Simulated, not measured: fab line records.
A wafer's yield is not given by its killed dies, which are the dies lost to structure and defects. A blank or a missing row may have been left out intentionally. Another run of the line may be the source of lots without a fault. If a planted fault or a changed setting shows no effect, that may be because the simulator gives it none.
fab line records | flow sky130 | part 2 of 2: steps 31 to 39 of 39
record: lots: 5 | wafers: 15 | last_day: 50
route steps=708 shown SD_N@350 SD_P@359 RES_XHIGH@360 SALICIDE@361 LI_CONTACT@362 LOCAL_INTERCONNECT@387
lots that met no fault: taken from a fault-free run of the same line
start_h: hours from the record's first day to the start of the lot's first wafer shown | wait_h: hours from the lot's prior step to this one | " unchanged from the row above | L1.1+2: several wafers, shown together as one row | - value missing, or start not given | * or withheld: withheld | < > ~ a bound
route shown NAME@n: NAME is a module with steps in the file, n the number in the route of the first one | usual: mean and standard deviation over wafers with no fault | same: alike in all rows | chamber/n: place in a boat | sites: the reading at each site | _std_site: the standard deviation of these | _edge_site: the outer-site mean with the inner-site mean subtracted | radius_mm: for every site, how far away it sits from the centre of the wafer | mask NAME#n: copy n | behind: the last tool/chamber to shape the wafer | hold: cause of the lot's hold/its duration in hours/its outcome | device: the transistor (n, p or np) that didn't switch | end of line: the tests these same wafers got at the end of their route | a step with no rows: only its recipe | killed: dies that structure and defects cost at the first sort, which is not the same as the wafer's yield | map: a wafer's dies, marking killed ones x, the rest . and places with no die _
set.NAME: the setting that was run; set.NAME@STEP: the one run at that earlier step | model.NAME: the simulator's own value behind a step, which no gauge read
lots seen at some steps along the route; tables by step, rows by wafer
services: from which hour (start_h, from the record's first day; less than 0 if before it) a tool's chamber was out of use, for how many hours, and why
== steps ==
step: SKY_LI_CONTACT_SPUTTER_19
recipe: material: Ti | target_thk_nm: 20 | chamber_pressure_pa: 5 | power_w: 2500 | substrate_temp_c: 200 | time_s: 106.37
usual: throttle_valve_pct: 30.2/1.3
lot.wafer | tool           | chamber | start_h | wait_h | throttle_valve_pct
L080.4    | pvd_sputter-04 | -       | 733.77  | 0.0    | 32.3
L080.5    | "              | -       | "       | "      | 30.1
L080.6    | "              | -       | "       | "      | 31.3
L082.3    | pvd_sputter-04 | -       | 742.14  | 0.0    | 32.5
L082.5    | "              | -       | "       | "      | 32.5
L082.6    | "              | -       | "       | "      | 31.5
L084.3    | pvd_sputter-02 | -       | 758.42  | 0.0    | 27.8
L084.4    | "              | -       | "       | "      | 30.0
L084.5    | "              | -       | "       | "      | 31.5
L089.1    | pvd_sputter-02 | -       | 795.94  | 0.0    | 30.0
L089.2    | "              | -       | "       | "      | 30.1
L089.6    | "              | -       | "       | "      | 28.0
L096.1    | pvd_sputter-02 | -       | 851.93  | 0.0    | 27.9
L096.2    | "              | -       | "       | "      | 30.2
L096.3    | "              | -       | "       | "      | 31.5
step: SKY_LI_CONTACT_SPUTTER_20
recipe: material: TiN | target_thk_nm: 20 | chamber_pressure_pa: 5 | power_w: 4000 | time_s: 80
usual: throttle_valve_pct: 30.2/1.2
lot.wafer | tool           | chamber | start_h | wait_h | throttle_valve_pct
L080.4    | pvd_sputter-04 | -       | 733.84  | 0.0    | 32.5
L080.5    | "              | -       | "       | "      | 30.3
L080.6    | "              | -       | "       | "      | 31.2
L082.3    | pvd_sputter-04 | -       | 742.21  | 0.0    | 32.6
L082.5    | "              | -       | "       | "      | 32.7
L082.6    | "              | -       | "       | "      | 31.1
L084.3    | pvd_sputter-02 | -       | 758.49  | 0.0    | 28.1
L084.4    | "              | -       | "       | "      | 29.8
L084.5    | "              | -       | "       | "      | 31.1
L089.1    | pvd_sputter-02 | -       | 796.01  | 0.0    | 30.2
L089.2    | "              | -       | "       | "      | 30.0
L089.6    | "              | -       | "       | "      | 27.8
L096.1    | pvd_sputter-02 | -       | 852.01  | 0.0    | 28.1
L096.2    | "              | -       | "       | "      | 30.0
L096.3    | "              | -       | "       | "      | 31.2
step: SKY_LI_CONTACT_CVD_21
recipe: material: W | target_thk_nm: 400 | time_s: 120.56 | temp_c: 400 | pressure_torr: 40
usual: heater_power_w: 837/51
lot.wafer | tool     | chamber | start_h | wait_h | heater_power_w | since_wet_clean_h
L080.4    | cvd_w-02 | 1       | 733.95  | 0.1    | 812            | -
L080.5    | "        | 1       | "       | "      | 797            | -
L080.6    | "        | 0       | "       | "      | 903            | -
L082.3    | cvd_w-01 | 1       | 742.32  | 0.1    | 770            | -
L082.5    | "        | 0       | "       | "      | 881            | -
L082.6    | "        | 1       | "       | "      | 784            | -
L084.3    | cvd_w-01 | 0       | 758.60  | 0.1    | 887            | -
L084.4    | "        | 1       | "       | "      | 789            | -
L084.5    | "        | 1       | "       | "      | 774            | -
L089.1    | cvd_w-01 | 0       | 796.07  | 0.0    | 871            | 392
L089.2    | "        | 1       | "       | "      | 783            | 392
L089.6    | "        | 1       | "       | "      | 771            | -
L096.1    | cvd_w-02 | 1       | 852.07  | 0.0    | 820            | 948
L096.2    | "        | 0       | "       | "      | 900            | 948
L096.3    | "        | 0       | "       | "      | 874            | -
step: SKY_LI_CONTACT_RS_MEAS_22
recipe: thk_meas_gauge: four-point-probe | reads: W_of_LI_CONTACT_CVD_21+TiN_of_LI_CONTACT_SPUTTER_20+Ti_of_LI_CONTACT_SPUTTER_19
usual: LI_CONTACT_W_RS: 0.2855/0.0026
lot.wafer | tool          | chamber | start_h | wait_h | LI_CONTACT_W_RS[ohm/sq]
L080.4    | film_metro-04 | -       | 734.09  | 0.1    | 0.2856
L080.5    | "             | -       | "       | "      | 0.2842
L080.6    | "             | -       | "       | "      | 0.2830
L082.3    | film_metro-02 | -       | 742.44  | 0.1    | 0.2896
L082.5    | "             | -       | "       | "      | 0.2831
L082.6    | "             | -       | "       | "      | 0.2896
L084.3    | film_metro-03 | -       | 758.72  | 0.1    | 0.2795
L084.4    | "             | -       | "       | "      | 0.2862
L084.5    | "             | -       | "       | "      | 0.2825
L089.1    | film_metro-04 | -       | 796.20  | 0.1    | 0.2848
L089.2    | "             | -       | "       | "      | 0.2875
L089.6    | "             | -       | "       | "      | 0.2854
L096.1    | film_metro-03 | -       | 852.19  | 0.1    | 0.2867
L096.2    | "             | -       | "       | "      | 0.2902
L096.3    | "             | -       | "       | "      | 0.2874
step: SKY_LI_CONTACT_THK_MEAS_23
recipe: thk_meas_gauge: xrf | reads: W_of_LI_CONTACT_CVD_21
usual: LI_CONTACT_W_THK: 415/7
lot.wafer | tool          | chamber | start_h | wait_h | LI_CONTACT_W_THK[nm]
L080.4    | film_metro-04 | -       | 734.18  | 0.1    | 404
L080.5    | "             | -       | "       | "      | 409
L080.6    | "             | -       | "       | "      | 412
L082.3    | film_metro-02 | -       | 742.54  | 0.1    | 418
L082.5    | "             | -       | "       | "      | 426
L082.6    | "             | -       | "       | "      | 419
L084.3    | film_metro-03 | -       | 758.82  | 0.1    | 425
L084.4    | "             | -       | "       | "      | 421
L084.5    | "             | -       | "       | "      | 427
L089.1    | film_metro-04 | -       | 796.32  | 0.1    | 409
L089.2    | "             | -       | "       | "      | 405
L089.6    | "             | -       | "       | "      | 408
L096.1    | film_metro-03 | -       | 852.31  | 0.1    | 417
L096.2    | "             | -       | "       | "      | 411
L096.3    | "             | -       | "       | "      | 412
step: SKY_LI_CONTACT_CMP_24
recipe: stop_on: PSG | t_overpolish_s: 20 | down_force_psi: 3.5 | platen_rpm: 60 | target_thk_nm: 0 | pad_velocity_m_s: 0.94248
usual: motor_current_A: 11.0/0.49 | overpolish_run_s: 20.000/0.0093 | time_to_endpoint_s: 95/3.8
lot.wafer | tool   | chamber | start_h | wait_h | motor_current_A | overpolish_run_s | time_to_endpoint_s
L080.4    | cmp-01 | 2       | 734.26  | 0.1    | 11.3            | 19.992           | 95
L080.5    | "      | 1       | "       | "      | 11.3            | 19.988           | 90
L080.6    | "      | 2       | "       | "      | 10.7            | 20.008           | 98
L082.3    | cmp-02 | 0       | 742.73  | 0.2    | 10.9            | 19.990           | 98
L082.6    | "      | 1       | "       | "      | 10.2            | 19.999           | 99
L082.5    | "      | 2       | "       | "      | 10.8            | 19.980           | 98
L084.4    | cmp-01 | 1       | 758.96  | 0.1    | 10.8            | 20.000           | 93
L084.3    | "      | 2       | "       | "      | 10.7            | 19.994           | 101
L084.5    | "      | 3       | "       | "      | 11.6            | 19.991           | 97
L089.2    | cmp-01 | 1       | 796.38  | 0.0    | 11.1            | 20.010           | 88
L089.1    | "      | 0       | "       | "      | 11.2            | 19.993           | 91
L089.6    | "      | 2       | "       | "      | 10.8            | 20.021           | 95
L096.3    | cmp-02 | 1       | 852.37  | 0.0    | 10.6            | 20.001           | 96
L096.2    | "      | 3       | "       | "      | 11.2            | 20.018           | 89
L096.1    | "      | 0       | "       | "      | 10.4            | 20.003           | 92
step: SKY_LOCAL_INTERCONNECT_SPUTTER_00
recipe: material: TiN | target_thk_nm: 100 | temp_c: 300 | power_w: 6500 | time_s: 83.3 | chamber_pressure_pa: 0.4
usual: throttle_valve_pct: 29.9/1.2
lot.wafer | tool           | chamber | start_h | wait_h | throttle_valve_pct
L080.4    | pvd_sputter-03 | -       | 734.51  | 0.2    | 30.8
L080.5    | "              | -       | "       | "      | 28.7
L080.6    | "              | -       | "       | "      | 29.1
L082.3    | pvd_sputter-01 | -       | 742.88  | 0.1    | 29.1
L082.5    | "              | -       | "       | "      | 29.4
L082.6    | "              | -       | "       | "      | 28.9
L084.3    | pvd_sputter-01 | -       | 759.16  | 0.1    | 28.7
L084.4    | "              | -       | "       | "      | 28.6
L084.5    | "              | -       | "       | "      | 29.4
L089.1    | pvd_sputter-03 | -       | 796.68  | 0.1    | 31.2
L089.2    | "              | -       | "       | "      | 29.1
L089.6    | "              | -       | "       | "      | 29.2
L096.1    | pvd_sputter-03 | -       | 852.67  | 0.1    | 31.0
L096.2    | "              | -       | "       | "      | 29.0
L096.3    | "              | -       | "       | "      | 31.4
step: SKY_LOCAL_INTERCONNECT_RS_MEAS_01
recipe: thk_meas_gauge: four-point-probe | reads: TiN_of_LOCAL_INTERCONNECT_SPUTTER_00
usual: LOCAL_INTERCONNECT_TIN_RS: 14.16/0.17
lot.wafer | tool          | chamber | start_h | wait_h | LOCAL_INTERCONNECT_TIN_RS[ohm/sq]
L080.4    | film_metro-03 | -       | 734.63  | 0.1    | 14.31
L080.5    | "             | -       | "       | "      | 14.11
L080.6    | "             | -       | "       | "      | 14.19
L082.3    | film_metro-02 | -       | 742.98  | 0.1    | 14.01
L082.5    | "             | -       | "       | "      | 13.98
L082.6    | "             | -       | "       | "      | 13.97
L084.3    | film_metro-03 | -       | 759.26  | 0.1    | 14.13
L084.4    | "             | -       | "       | "      | 13.97
L084.5    | "             | -       | "       | "      | 14.35
L089.1    | film_metro-03 | -       | 796.74  | 0.0    | 14.35
L089.2    | "             | -       | "       | "      | 14.28
L089.6    | "             | -       | "       | "      | 14.27
L096.1    | film_metro-02 | -       | 852.74  | 0.0    | 14.41
L096.2    | "             | -       | "       | "      | 14.17
L096.3    | "             | -       | "       | "      | 14.19
step: SKY_LOCAL_INTERCONNECT_THK_MEAS_02
recipe: thk_meas_gauge: xrf | reads: TiN_of_LOCAL_INTERCONNECT_SPUTTER_00
usual: LOCAL_INTERCONNECT_TIN_THK: 100.4/1.3
lot.wafer | tool          | chamber | start_h | wait_h | LOCAL_INTERCONNECT_TIN_THK[nm]
L080.4    | film_metro-03 | -       | 734.72  | 0.1    | 98.7
L080.5    | "             | -       | "       | "      | 99.6
L080.6    | "             | -       | "       | "      | 99.2
L082.3    | film_metro-02 | -       | 743.08  | 0.1    | 101.6
L082.5    | "             | -       | "       | "      | 102.4
L082.6    | "             | -       | "       | "      | 101.8
L084.3    | film_metro-03 | -       | 759.36  | 0.1    | 99.9
L084.4    | "             | -       | "       | "      | 101.1
L084.5    | "             | -       | "       | "      | 98.5
L089.1    | film_metro-03 | -       | 796.86  | 0.1    | 99.1
L089.2    | "             | -       | "       | "      | 99.2
L089.6    | "             | -       | "       | "      | 99.3
L096.1    | film_metro-02 | -       | 852.86  | 0.1    | 98.9
L096.2    | "             | -       | "       | "      | 100.4
L096.3    | "             | -       | "       | "      | 99.7
== services ==
tool            | chamber | start_h | hours | kind
rie_diel-02     | -       | 683.77  | 0.5   | repair
pvd_sputter-02  | -       | 685.08  | 4.4   | repair
implanter-04    | -       | 690.71  | 4.5   | pm
rie_diel-02     | -       | 710.85  | 0.7   | repair
cmp-01          | -       | 719.27  | 1.9   | repair
cmp-02          | -       | 721.81  | 4.7   | repair
cmp-01          | -       | 729.17  | 0.2   | repair
cmp-01          | -       | 741.04  | 4.5   | repair
cmp-02          | -       | 744.00  | 4.0   | pm
hdpcvd-01       | 2       | 744.97  | 4.2   | repair
cmp-01          | -       | 746.68  | 4.6   | repair
implanter-03    | -       | 747.28  | 6.2   | repair
cmp-02          | -       | 750.09  | 2.5   | repair
cmp-02          | -       | 767.74  | 3.1   | repair
pvd_sputter-04  | -       | 778.28  | 4.7   | repair
implanter-03    | -       | 803.06  | 5.6   | repair
implanter-04    | -       | 803.23  | 2.9   | repair
rie_diel-02     | 3       | 808.87  | 12.1  | repair
cmp-02          | -       | 811.79  | 1.1   | repair
plasma_asher-01 | -       | 814.61  | 38.1  | repair
pvd_sputter-04  | -       | 820.84  | 3.4   | repair
implanter-04    | -       | 831.96  | 2.9   | repair
rtp_anneal-02   | -       | 836.69  | 2.2   | repair
cmp-02          | -       | 847.62  | 1.6   | repair
